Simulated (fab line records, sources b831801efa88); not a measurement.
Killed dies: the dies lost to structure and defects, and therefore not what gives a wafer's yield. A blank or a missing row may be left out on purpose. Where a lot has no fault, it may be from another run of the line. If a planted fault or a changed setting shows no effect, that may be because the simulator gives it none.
fab line records | flow sky130
[record] lots = 7 wafers = 21 last-day = 50
route steps=708 shown VT_ADJUST_HVTR@139 VT_ADJUST_PCH@143 SONOS_TUNNEL@154 PAD_OPEN@708
lots that met no fault: taken from a fault-free run of the same line
start-h: hours from the record's opening day to when the first of the lot's shown wafers began | wait-h: time in hours since the lot's previous step | " as in the row above | L1.1+2: several wafers, shown together as one row | - no value, or no start was given | * or withheld: withheld | < > ~ a bound
route shown NAME@n: NAME is a module with steps in the file, n the number in the route of the first one | usual: mean/standard deviation of fault-free wafers | same: alike in all rows | chamber/n: place in a boat | sites: per-site readings | _std_site: their standard deviation | _edge_site: outer sites' mean less inner sites' | radius-mm: how far each site lies from the wafer's centre | mask NAME#n: copy n | behind: the last tool/chamber to shape the wafer | hold: reason for holding the lot/hours on hold/outcome of the hold | device: whichever transistor did not switch (one of n, p or np) | end of line: at the end of the route, the tests of the same wafers | a step given without rows: its recipe and nothing more | killed: count of dies lost to structure and defects at first sort (not the wafer's yield) | map: a wafer's dies, marking killed ones x, the rest . and places with no die _
set.NAME: the setting that was run; set.NAME@STEP: the one run at that earlier step | model.NAME: the simulator's own value behind a step, which no gauge read
lots at some steps of the route; a table a step, a row a wafer
services: when a tool's chamber went out of use (start-h, in hours from the record's first day, below 0 if earlier), for how many hours, and the reason
[[steps]]
[step SKY_VT_ADJUST_HVTR_OVL_MEAS_08]
[usual] VT_ADJUST_HVTR_OVL = -0.9/1.4
// columns lot.wafer tool chamber start-h wait-h VT_ADJUST_HVTR_OVL[nm]
L980.2 overlay-01 - 216.61 0.1 -1.3
L980.5 " - " " -0.1
L980.6 " - " " 0.1
L984.1 overlay-01 - 244.43 0.1 0.4
L984.2 " - " " 0.3
L984.6 " - " " 0.6
L992.1 overlay-02 - 307.33 0.1 -0.2
L992.2 " - " " -0.1
L992.3 " - " " 1.1
L994.1 overlay-01 - 320.33 0.1 -2.1
L994.2 " - " " -2.0
L994.6 " - " " -0.5
L997.2 overlay-02 - 347.13 0.1 -0.7
L997.4 " - " " -1.1
L997.5 " - " " -0.9
L998.1 overlay-02 - 375.60 0.1 -2.2
L998.4 " - " " -2.4
L998.6 " - " " -1.5
L999.1 overlay-01 - 387.50 0.1 -0.9
L999.3 " - " " -1.1
L999.5 " - " " -3.7
[step SKY_VT_ADJUST_HVTR_IMPLANT_09]
[recipe] species = B energy-kev = 10 dose-cm2 = 2.1e+12 tilt-deg = withheld
[step SKY_VT_ADJUST_HVTR_STRIP_10]
[recipe] chemistry = O2/N2 power-w = 1400 pressure-mtorr = 1500 platen-temp-c = withheld o2-flow-sccm = 3000 n2-flow-sccm = 300 overash-fraction = 0.5
[usual] drypump-motor-current-A = 5.76/0.29 oes-product-au = 0.715/0.0041 strip-time-to-endpoint-s = 14.17/0.043
// columns lot.wafer tool chamber start-h wait-h drypump-motor-current-A oes-product-au rf-hours-counter-h strip-time-to-endpoint-s
L980.2 plasma-asher-01 0 216.79 0.1 5.78 0.711 10 14.21
L980.5 " 0 " " 5.76 0.715 - 14.14
L980.6 " 1 " " 5.28 0.710 - 14.16
L984.1 plasma-asher-01 1 244.62 0.1 5.31 0.710 13 14.10
L984.2 " 0 " " 5.76 0.712 13 14.12
L984.6 " 1 " " 5.30 0.719 - 14.09
L992.1 plasma-asher-03 1 307.51 0.1 5.69 0.714 61 14.26
L992.2 " 0 " " 6.06 0.720 61 14.26
L992.3 " 1 " " 5.68 0.718 - 14.22
L994.1 plasma-asher-02 0 320.51 0.1 6.12 0.718 50 14.13
L994.2 " 1 " " 5.45 0.712 50 14.14
L994.6 " 1 " " 5.46 0.712 - 14.09
L997.2 plasma-asher-03 1 347.31 0.1 5.70 0.711 65 14.13
L997.4 " 1 " " 5.70 0.719 - 14.13
L997.5 " 1 " " 5.71 0.720 - 14.15
L998.1 plasma-asher-01 0 375.78 0.1 5.75 0.713 26 14.16
L998.4 " 0 " " 5.75 0.719 - 14.12
L998.6 " 0 " " 5.76 0.715 - 14.16
L999.1 plasma-asher-03 0 387.68 0.1 6.05 0.714 69 14.16
L999.3 " 1 " " 5.65 0.712 - 14.16
L999.5 " 1 " " 5.70 0.707 - 14.16
[step SKY_VT_ADJUST_HVTR_TW_MEAS_11]
[usual] VT_ADJUST_HVTR_TW = 213.2/2.6
// columns lot.wafer tool chamber start-h wait-h VT_ADJUST_HVTR_TW
L980.2 film-metro-01 - 216.90 0.1 214.6
L980.5 " - " " 214.5
L980.6 " - " " 214.5
L984.1 film-metro-01 - 244.72 0.1 217.4
L984.2 " - " " 216.7
L984.6 " - " " 216.3
L992.1 film-metro-01 - 307.61 0.1 215.7
L992.2 " - " " 215.0
L992.3 " - " " 214.7
L994.1 film-metro-04 - 320.61 0.1 210.7
L994.2 " - " " 210.3
L994.6 " - " " 210.6
L997.2 film-metro-01 - 347.42 0.1 215.9
L997.4 " - " " 216.1
L997.5 " - " " 216.1
L998.1 film-metro-01 - 375.88 0.1 214.3
L998.4 " - " " 214.5
L998.6 " - " " 215.6
L999.1 film-metro-03 - 387.78 0.1 210.6
L999.3 " - " " 211.2
L999.5 " - " " 210.4
[step SKY_VT_ADJUST_PCH_DEHYDRATE_00]
[recipe] temp-c = 200 time-s = 60
[step SKY_VT_ADJUST_PCH_HMDS_01]
[recipe] prime-time-s = 60 prime-temp-c = 120
[step SKY_VT_ADJUST_PCH_COAT_02]
[recipe] spin-rpm = 2000 resist-thk-nm = 3000
[step SKY_VT_ADJUST_PCH_SOFTBAKE_03]
[recipe] temp-c = 110 time-s = withheld
[step SKY_VT_ADJUST_PCH_EXPOSE_04]
[recipe] mask-id = NWM na = 0.6 source-shape = conventional sigma-outer = 0.6 polarization = unpolarized target-cd-nm = 840 dose-mj = 255
[step SKY_VT_ADJUST_PCH_PEB_05]
[recipe] temp-c = 115 time-s = withheld
[step SKY_VT_ADJUST_PCH_DEVELOP_06]
[recipe] wall-angle-deg = 90 developer = TMAH develop-time-s = 60 dev-temp-c = 23
[step SKY_VT_ADJUST_PCH_OVL_MEAS_07]
[usual] VT_ADJUST_PCH_OVL = -0.2/1.4
// columns lot.wafer tool chamber start-h wait-h VT_ADJUST_PCH_OVL[nm]
L980.2 overlay-01 - 238.72 - -0.8
L980.5 " - " " -1.2
L980.6 " - " " 0.4
L984.1 overlay-02 - 268.61 - -1.2
L984.2 " - " " -0.7
L984.6 " - " " -1.5
L992.1 overlay-02 - 334.05 - -2.0
L992.2 " - " " -1.0
L992.3 " - " " -0.8
L994.1 overlay-02 - 347.51 - 2.2
L994.2 " - " " 1.6
L994.6 " - " " 2.2
L997.2 overlay-02 - 374.72 - -1.6
L997.4 " - " " -1.5
L997.5 " - " " 0.5
L998.1 overlay-01 - 404.31 - -1.1
L998.4 " - " " -0.2
L998.6 " - " " -1.9
L999.1 overlay-02 - 416.55 - 3.4
L999.3 " - " " 2.8
L999.5 " - " " 1.7
[step SKY_VT_ADJUST_PCH_IMPLANT_08]
[recipe] species = B energy-kev = 10 dose-cm2 = 5e+11 tilt-deg = withheld
[usual] beam-energy-keV = 9.999/0.0031
// columns lot.wafer tool chamber start-h wait-h beam-energy-keV
L980.2 implanter-02 0 238.77 0.0 9.996
L980.5 " 0 " " 10.001
L980.6 " 0 " " 9.999
L984.1 implanter-02 0 268.65 0.0 9.997
L984.2 " 0 " " 10.004
L984.6 " 0 " " 10.000
L984.1 implanter-02 0 268.97 0.3 10.007
L984.2 " 0 " " 10.004
L984.6 " 0 " " 10.001
L992.1 implanter-02 0 334.09 0.0 10.000
L992.2 " 0 " " 10.002
L992.3 " 0 " " 10.001
L992.1 implanter-02 0 334.41 0.3 9.997
L992.2 " 0 " " 10.004
L992.3 " 0 " " 10.002
L994.1 implanter-04 0 347.55 0.0 10.004
L994.2 " 0 " " 10.004
L994.6 " 0 " " 10.001
L994.1 implanter-04 0 347.87 0.3 10.001
L994.2 " 0 " " 9.998
L994.6 " 0 " " 9.996
L997.2 implanter-03 0 374.77 0.0 10.000
L997.4 " 0 " " 9.999
L997.5 " 0 " " 10.000
L998.1 implanter-02 0 404.35 0.0 9.998
L998.4 " 0 " " 10.001
L998.6 " 0 " " 10.000
L999.1 implanter-02 0 416.59 0.0 10.003
L999.3 " 0 " " 10.002
L999.5 " 0 " " 9.997
[step SKY_VT_ADJUST_PCH_STRIP_09]
[recipe] chemistry = O2/N2 power-w = 1400 pressure-mtorr = 1500 platen-temp-c = withheld o2-flow-sccm = 3000 n2-flow-sccm = 300 overash-fraction = 0.5
[usual] drypump-motor-current-A = 5.6/0.3 oes-product-au = 0.722/0.0045 strip-time-to-endpoint-s = 36.91/0.11
// columns lot.wafer tool chamber start-h wait-h drypump-motor-current-A oes-product-au rf-hours-counter-h strip-time-to-endpoint-s
L980.2 plasma-asher-02 1 238.90 0.1 5.5 0.726 42 36.97
L980.5 " 1 " " 5.5 0.720 - 36.89
L980.6 " 0 " " 6.1 0.730 - 36.81
L984.1 plasma-asher-01 0 269.12 0.1 5.8 0.721 15 36.95
L984.2 " 1 " " 5.3 0.723 15 37.01
L984.6 " 1 " " 5.3 0.724 - 36.81
L992.1 plasma-asher-01 1 334.56 0.1 5.3 0.719 22 37.00
L992.2 " 0 " " 5.8 0.723 22 36.99
L992.3 " 1 " " 5.3 0.725 - 37.04
L994.1 plasma-asher-01 1 348.02 0.1 5.3 0.719 23 36.82
L994.2 " 0 " " 5.8 0.728 23 37.00
L994.6 " 0 " " 5.7 0.721 - 36.93
L997.2 plasma-asher-02 0 374.90 0.1 6.1 0.719 55 36.81
L997.4 " 1 " " 5.5 0.726 - 36.76
L997.5 " 0 " " 6.1 0.720 - 36.86
L998.1 plasma-asher-01 0 404.50 0.1 5.8 0.726 28 36.97
L998.4 " 1 " " 5.3 0.717 - 36.97
L998.6 " 1 " " 5.3 0.721 - 37.11
L999.1 plasma-asher-01 1 416.74 0.1 5.3 0.723 30 36.83
L999.3 " 0 " " 5.8 0.724 - 36.84
L999.5 " 1 " " 5.3 0.722 - 36.89
[step SKY_VT_ADJUST_PCH_TW_MEAS_10]
[usual] VT_ADJUST_PCH_TW = 144.7/1.5
// columns lot.wafer tool chamber start-h wait-h VT_ADJUST_PCH_TW
L980.2 film-metro-01 - 239.01 0.1 145.3
L980.5 " - " " 145.7
L980.6 " - " " 144.5
L984.1 film-metro-01 - 269.22 0.1 175.5
L984.2 " - " " 175.3
L984.6 " - " " 175.6
L984.1 film-metro-01 - 269.44 0.2 175.6
L984.2 " - " " 176.8
L984.6 " - " " 175.3
L992.1 film-metro-01 - 334.74 0.1 175.6
L992.2 " - " " 175.8
L992.3 " - " " 175.7
L992.1 film-metro-01 - 335.05 0.3 174.4
L992.2 " - " " 175.7
L992.3 " - " " 174.7
L994.1 film-metro-02 - 348.12 0.1 174.4
L994.2 " - " " 173.4
L994.6 " - " " 173.1
L994.1 film-metro-02 - 348.34 0.2 173.9
L994.2 " - " " 174.0
L994.6 " - " " 173.8
L997.2 film-metro-02 - 375.01 0.1 144.5
L997.4 " - " " 143.5
L997.5 " - " " 143.8
L998.1 film-metro-04 - 404.60 0.1 143.5
L998.4 " - " " 143.2
L998.6 " - " " 143.0
L999.1 film-metro-01 - 416.84 0.1 146.3
L999.3 " - " " 146.2
L999.5 " - " " 147.7
[step SKY_SONOS_TUNNEL_DEHYDRATE_00]
[recipe] temp-c = 200 time-s = 60
[step SKY_PAD_OPEN_PROBE_99]
[usual] killed_at_M0_to_M3 = 42/6.6 killed_at_M4_up = 3.1/1.9 killed-at-contacts = 24/5.6 killed-at-front-end = 15/4.8 killed-at-other = 0.3/0.48 killed-dies = 84/10 killed-open = 47/6.8 killed-short = 37/6.8
[same] gross-dies = 492 killed-at-back-side = 0
// columns lot.wafer tool chamber start-h wait-h killed_at_M0_to_M3 killed_at_M4_up killed-at-contacts killed-at-front-end killed-at-other killed-dies killed-open killed-short model.etest.nfet_16v.r-on-ohm-um model.etest.pfet-g5v0d10v5.r-on-ohm-um model.etest.tip-p.rs-ohm-sq model.etest.tip_p_5v.rs-ohm-sq model.etest.pfet-g5v0d10v5.drive-ua-um model.etest.pfet_01v8_lvt.drive-ua-um model.etest.pfet_01v8.drive-ua-um model.etest.pfet_16v.drive-ua-um
L980.2 prober-01 - 1088.77 0.1 44 6 26 21 0 97 46 51 1.389e+04 4765 6782 2900 335.7 173.7 197.5 237.1
L980.5 prober-01 - 1088.92 0.2 42 2 30 25 0 99 53 46 1.384e+04 4842 6805 2904 337.2 171.2 194.8 238.9
L980.6 prober-01 - 1088.97 0.2 50 7 16 22 2 97 46 51 1.382e+04 4813 6776 2902 337.5 171.4 194.9 235.9
L984.1 prober-01 - 1109.48 0.1 50 1 23 18 0 92 46 46 1.466e+04 4534 6697 2810 363.5 191.6 206.1 261.2
L984.2 prober-01 - 1109.53 0.1 41 0 18 22 1 82 49 33 1.468e+04 4447 6656 2807 369.4 194.2 214.1 259
L984.6 prober-01 - 1109.73 0.2 44 2 23 8 1 78 41 37 1.477e+04 4525 6691 2814 362.6 195.5 211.1 257.9
L992.1 prober-01 - 1157.46 0.1 46 2 30 11 1 90 52 38 1.492e+04 4459 6777 2785 375.7 196.1 204.2 246.1
L992.2 prober-01 - 1157.51 0.1 35 5 26 13 0 79 36 43 1.484e+04 4378 6724 2760 383.6 194.8 203.3 252.7
L992.3 prober-01 - 1157.56 0.2 40 3 25 15 0 83 46 37 1.486e+04 4414 6820 2802 373.2 191.1 198.9 251.3
L994.1 prober-01 - 1168.49 0.1 49 3 27 12 0 91 56 35 1.473e+04 4524 6651 2772 364.6 191.3 201.7 253.7
L994.2 prober-01 - 1168.54 0.1 40 1 38 12 0 91 49 42 1.471e+04 4489 6705 2797 368.3 192 202.7 253.2
L994.6 prober-01 - 1168.74 0.2 37 2 30 11 0 80 43 37 1.483e+04 4560 6695 2807 362.1 189.4 206.2 250.5
L997.2 prober-02 - 1181.49 0.1 35 2 20 11 0 68 41 27 1.428e+04 4815 6901 2846 335.5 170.8 186.3 237.4
L997.4 prober-02 - 1181.59 0.2 31 3 13 13 0 60 30 30 1.403e+04 4714 6752 2849 343.4 173.8 188.9 237.8
L997.5 prober-02 - 1181.64 0.2 41 4 29 13 0 87 55 32 1.41e+04 4760 6891 2849 340.5 172.1 186.1 238.3
L998.1 prober-01 - 1197.77 0.1 36 6 29 6 1 78 51 27 1.356e+04 4820 6885 2872 338.3 169.3 189.2 248.5
L998.4 prober-01 - 1197.92 0.2 42 5 23 13 0 83 48 35 1.379e+04 4811 6875 2872 335 172.8 196.6 242.3
L998.6 prober-01 - 1198.02 0.2 33 6 33 13 0 85 49 36 1.363e+04 4854 6935 2868 329.9 167.4 182.2 243
L999.1 prober-01 - 1209.30 0.1 45 6 21 10 0 82 47 35 1.435e+04 4820 6833 2845 334.6 173.5 182.9 249.8
L999.3 prober-01 - 1209.40 0.2 41 2 24 17 0 84 45 39 1.427e+04 4743 6848 2874 339.4 175 190.1 245.7
L999.5 prober-01 - 1209.50 0.2 36 1 25 18 1 81 52 29 1.44e+04 4837 6892 2872 338.1 173.1 187.9 246
// killed by level:class
L980.2 VIA3:geometric-particle:open=9 VIA1:geometric-particle:open=8 CONTACT:geometric-particle:short=7 POLY_GATE:geometric-particle:short=7 LOCAL_INTERCONNECT:geometric-particle:short=7 POLY_GATE:geometric-particle:open=6 CONTACT:geometric-particle:open=6 METAL1:geometric-particle:short=5
L980.5 VIA1:geometric-particle:open=11 CONTACT:geometric-particle:short=11 LI_CONTACT:geometric-particle:open=10 FIELD_ISO:geometric-particle:open=8 VIA2:geometric-particle:open=6 POLY_GATE:geometric-particle:short=5 METAL1:geometric-particle:short=5 POLY_GATE:geometric-particle:open=4
L980.6 VIA1:geometric-particle:open=14 VIA2:geometric-particle:short=7 METAL2:geometric-particle:short=6 FIELD_ISO:geometric-particle:short=5 LI_CONTACT:geometric-particle:open=5 VIA2:geometric-particle:open=5 FIELD_ISO:geometric-particle:open=4 POLY_GATE:geometric-particle:short=4
L984.1 VIA1:geometric-particle:open=11 VIA2:geometric-particle:open=11 VIA1:geometric-particle:short=8 LI_CONTACT:geometric-particle:open=6 CONTACT:geometric-particle:short=6 FIELD_ISO:geometric-particle:short=5 METAL1:geometric-particle:short=5 METAL3:geometric-particle:short=5
L984.2 VIA1:geometric-particle:open=9 VIA2:geometric-particle:open=9 POLY_GATE:geometric-particle:open=7 CONTACT:geometric-particle:open=7 VIA1:geometric-particle:short=7 LI_CONTACT:geometric-particle:open=6 FIELD_ISO:geometric-particle:short=5 METAL1:geometric-particle:short=4
L984.6 METAL1:geometric-particle:short=11 VIA1:geometric-particle:open=10 LI_CONTACT:geometric-particle:open=7 CONTACT:geometric-particle:open=6 METAL1:geometric-particle:open=4 VIA3:geometric-particle:open=4 LI_CONTACT:geometric-particle:short=3 LOCAL_INTERCONNECT:geometric-particle:short=3
L992.1 VIA1:geometric-particle:open=11 METAL2:geometric-particle:short=11 CONTACT:geometric-particle:open=10 VIA3:geometric-particle:open=9 LI_CONTACT:geometric-particle:open=7 FIELD_ISO:geometric-particle:open=4 LI_CONTACT:geometric-particle:short=4 CONTACT:geometric-particle:short=4
L992.2 LI_CONTACT:geometric-particle:open=7 CONTACT:geometric-particle:short=7 CONTACT:geometric-particle:open=7 METAL2:geometric-particle:short=6 METAL1:geometric-particle:short=5 VIA1:geometric-particle:open=5 VIA2:geometric-particle:open=5 POLY_GATE:geometric-particle:short=4
L992.3 VIA1:geometric-particle:open=14 VIA1:geometric-particle:short=8 CONTACT:geometric-particle:open=7 VIA3:geometric-particle:open=6 FIELD_ISO:geometric-particle:short=5 LI_CONTACT:geometric-particle:short=5 FIELD_ISO:geometric-particle:open=4 LI_CONTACT:geometric-particle:open=4
L994.1 VIA1:geometric-particle:open=16 CONTACT:geometric-particle:open=14 VIA3:geometric-particle:open=7 CONTACT:geometric-particle:short=6 METAL1:geometric-particle:short=6 VIA2:geometric-particle:open=6 LI_CONTACT:geometric-particle:open=4 POLY_GATE:geometric-particle:open=3
L994.2 CONTACT:geometric-particle:open=15 VIA1:geometric-particle:open=13 LI_CONTACT:geometric-particle:open=9 CONTACT:geometric-particle:short=6 METAL2:geometric-particle:short=6 LOCAL_INTERCONNECT:geometric-particle:short=5 VIA2:geometric-particle:open=5 SPACER:geometric-particle:short=4
L994.6 CONTACT:geometric-particle:open=12 VIA1:geometric-particle:open=10 LI_CONTACT:geometric-particle:open=9 METAL2:geometric-particle:short=6 LOCAL_INTERCONNECT:geometric-particle:short=5 METAL1:geometric-particle:short=4 VIA1:geometric-particle:short=4 POLY_GATE:geometric-particle:short=3
L997.2 VIA1:geometric-particle:open=10 LI_CONTACT:geometric-particle:open=8 VIA2:geometric-particle:open=7 METAL1:geometric-particle:short=6 CONTACT:geometric-particle:short=5 CONTACT:geometric-particle:open=5 POLY_GATE:geometric-particle:open=3 VIA1:geometric-particle:short=3
L997.4 CONTACT:geometric-particle:open=6 VIA1:geometric-particle:open=5 FIELD_ISO:geometric-particle:short=4 FIELD_ISO:geometric-particle:open=4 METAL2:geometric-particle:short=4 VIA2:geometric-particle:open=4 POLY_GATE:geometric-particle:short=3 METAL1:geometric-particle:short=3
L997.5 CONTACT:geometric-particle:open=13 VIA1:geometric-particle:open=9 VIA2:geometric-particle:open=8 LI_CONTACT:geometric-particle:open=6 POLY_GATE:geometric-particle:open=5 METAL1:geometric-particle:short=5 LOCAL_INTERCONNECT:geometric-particle:short=4 CONTACT:geometric-particle:short=4
L998.1 CONTACT:geometric-particle:open=15 VIA2:geometric-particle:open=9 VIA3:geometric-particle:open=7 VIA1:geometric-particle:open=5 VIA1:geometric-particle:short=4 FIELD_ISO:geometric-particle:short=3 LI_CONTACT:geometric-particle:short=3 LI_CONTACT:geometric-particle:open=3
L998.4 CONTACT:geometric-particle:open=10 VIA1:geometric-particle:open=9 VIA2:geometric-particle:open=7 METAL1:geometric-particle:short=6 LI_CONTACT:geometric-particle:open=4 LOCAL_INTERCONNECT:geometric-particle:short=4 CONTACT:geometric-particle:short=4 VIA3:geometric-particle:open=4
L998.6 CONTACT:geometric-particle:open=20 VIA1:geometric-particle:open=7 FIELD_ISO:geometric-particle:short=6 METAL1:geometric-particle:short=6 VIA3:geometric-particle:open=6 LI_CONTACT:geometric-particle:open=4 METAL4:geometric-particle:short=4 LI_CONTACT:geometric-particle:short=3
L999.1 VIA1:geometric-particle:open=9 LI_CONTACT:geometric-particle:open=8 METAL2:geometric-particle:short=8 CONTACT:geometric-particle:open=7 VIA3:geometric-particle:open=7 METAL1:geometric-particle:short=6 VIA2:geometric-particle:open=5 METAL4:geometric-particle:short=5
L999.3 CONTACT:geometric-particle:open=10 VIA1:geometric-particle:open=10 VIA2:geometric-particle:open=6 METAL1:geometric-particle:short=5 LI_CONTACT:geometric-particle:open=5 FIELD_ISO:geometric-particle:short=4 LOCAL_INTERCONNECT:geometric-particle:short=4 CONTACT:geometric-particle:short=4
L999.5 VIA1:geometric-particle:open=12 LI_CONTACT:geometric-particle:open=8 CONTACT:geometric-particle:open=8 POLY_GATE:geometric-particle:short=6 CONTACT:geometric-particle:short=6 VIA3:geometric-particle:open=6 FIELD_ISO:geometric-particle:open=5 METAL2:geometric-particle:short=5
[[services]]
// columns tool chamber start-h hours kind
implanter-03 - 204.65 0.6 repair
plasma-asher-03 - 213.85 14.6 pm
implanter-03 - 224.61 12.4 repair
implanter-03 - 242.36 3.4 pm
implanter-03 - 245.76 3.4 pm
implanter-03 - 249.70 3.3 repair
implanter-02 - 276.81 4.1 pm
plasma-asher-01 - 278.31 0.7 repair
implanter-02 - 281.60 4.1 pm
implanter-02 - 309.72 11.7 pm
implanter-04 - 324.28 7.2 pm
implanter-04 - 332.42 3.6 pm
plasma-asher-03 - 344.54 0.8 repair
implanter-03 - 350.67 1.8 repair
implanter-03 - 352.38 0.6 repair
implanter-02 - 372.46 2.0 repair
implanter-04 - 372.81 1.3 repair
implanter-02 - 373.43 2.2 repair
implanter-03 - 406.44 3.6 repair
implanter-03 - 414.54 4.3 repair
[[key]]
[first-sign] step = SKY_VT_ADJUST_PCH_IMPLANT_08 reading = visit direction = added
[effect] step = SKY_VT_ADJUST_PCH_TW_MEAS_10 reading = visit direction = added
[effect] step = SKY_VT_ADJUST_PCH_TW_MEAS_10 reading = VT_ADJUST_PCH_TW direction = up sigmas = 20 usual = 144.7 struck = 174.9
[model-effect] step = SKY_PAD_OPEN_PROBE_99 value = etest.nfet_16v.r-on-ohm-um without = 1.408e+04 struck = 1.478e+04
met-at SKY_VT_ADJUST_PCH_IMPLANT_08
struck-wafers L984.1,L984.2,L984.6,L992.1,L992.2,L992.3,L994.1,L994.2,L994.6
tester-left-out L984,L992,L994
[fault] kind = repeated-step-whole tool = implanter-02,implanter-03,implanter-04 chamber = - onset-h = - steps = SKY_VT_ADJUST_PCH_IMPLANT_08 times = 1 scope = struck-lots-only
// tester-left-out: of these lots the tester's yield and bins aren't shown, on N5 and GAA mostly nor the transistor test; their killed dies are dies lost to structure and defects alone, not to doping, threshold or leakage, so they don't give the yield
